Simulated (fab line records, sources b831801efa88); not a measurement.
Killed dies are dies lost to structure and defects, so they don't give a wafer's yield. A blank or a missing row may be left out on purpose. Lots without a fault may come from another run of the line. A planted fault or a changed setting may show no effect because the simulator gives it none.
Problem report in the 8D (eight disciplines) form, filled by code | flow gf180mcu | the parts of the form that need people (team, actions taken, sign-off) are left out

1. THE PROBLEM
cd_nm at GF_TOP_METAL_CD_MEAS_14 reads a mean of 470.5 nm on 1 wafer of 1 lot; wafers without a fault read 439.7 nm with a standard deviation of 2. That is +15 standard deviations from the usual mean.
The step: target cd 440 nm.
First seen on wafer L472.3, day 30 12:29, on cd_sem-01. The record holds 30 wafers of 10 lots with a number at this step. Rule for "out", or "out of limits": more than 4 standard deviations from the usual mean. The other wafers with a number count as sound.

2. WHAT IT IS AND WHAT IT IS NOT
question                    | is                | is not
which readings at this step | cd_nm             | -
which lots                  | L472              | L465, L466, L467, L470, L477, L482, L483, L484, L485
which wafers of those lots  | L472.3            | L472.1, L472.6
read on which gauges        | cd_sem-01         | cd_sem-02
when                        | from day 30 12:29 | up to then (14 sound wafers); but 15 sound wafers of L477, L482, L483, L484, L485 came after

3. SUSPECTS, AND WHAT RULES EACH OUT
Counting: a tool at a process step up to the reading stays a suspect if it ran every lot that is out. Sound lots after the first of them don't rule it out here, since some wafers of a struck lot are sound.
- the gauge at GF_TOP_METAL_CD_MEAS_14: ruled out. All the wafers that are out were read on cd_sem-01, but those of them that GF_TOP_METAL_STRIP_17 has rows for are out there too, on other tools.
- rie_diel-03 at GF_M5_ETCH_09 (etches Si3N4 in CF4/O2, target depth 52 nm, time 11.6 s): kept. It ran the lot that is out, L472 (day 28 17:35); its last sound lot up to then is L467 (day 27 06:50).
- litho_track-01 at GF_TOP_METAL_COAT_09 (resist thk 1500 nm): kept. It ran the lot that is out, L472 (day 30 03:26); its last sound lot up to then is L465 (day 28 13:04).
- Within rie_diel-03 at GF_M5_ETCH_09: the wafers that are out ran in chamber 3; their sound lot-mates ran in chambers 1, 2.
Left after counting: rie_diel-03 at GF_M5_ETCH_09, litho_track-01 at GF_TOP_METAL_COAT_09.

4. THE CAUSE (what the simulator had put in)
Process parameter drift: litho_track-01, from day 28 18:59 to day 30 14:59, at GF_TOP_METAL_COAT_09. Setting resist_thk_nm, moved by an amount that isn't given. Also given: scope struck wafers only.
Counting left 2 suspects, and this tool is among them.

5. THE CHAIN OF EFFECTS, in route order
Each row: a reading whose mean over the struck wafers that have a number lies more than 3 standard deviations from the usual. Only readings for which the record gives a usual standard deviation are gone through. hours: the time from each lot's start at the first step in this table that gives one to its start at this step, as a median over the lots. sigmas: the change in usual standard deviations.
hours | step                    | reading                  | usual    | on struck wafers | change | sigmas
0     | GF_TOP_METAL_CD_MEAS_14 | cd_nm                    | 439.7 nm | 470.5            | +30.8  | +15
0     | GF_TOP_METAL_STRIP_17   | strip_time_to_endpoint_s | 12.90 s  | 17.52            | +4.62  | +46
The process steps in it:
- GF_TOP_METAL_STRIP_17: strips in O2/N2.

6. WHAT WOULD HAVE CAUGHT IT SOONER
In this record the first reading out of limits at a measuring or inspecting step was taken at day 30 12:29, 42 hours after the fault began at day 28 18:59.
All the lots that are out (1) had begun GF_TOP_METAL_COAT_09 on litho_track-01 by day 30 12:29. A hold on the tool at that time would have spared none of them.
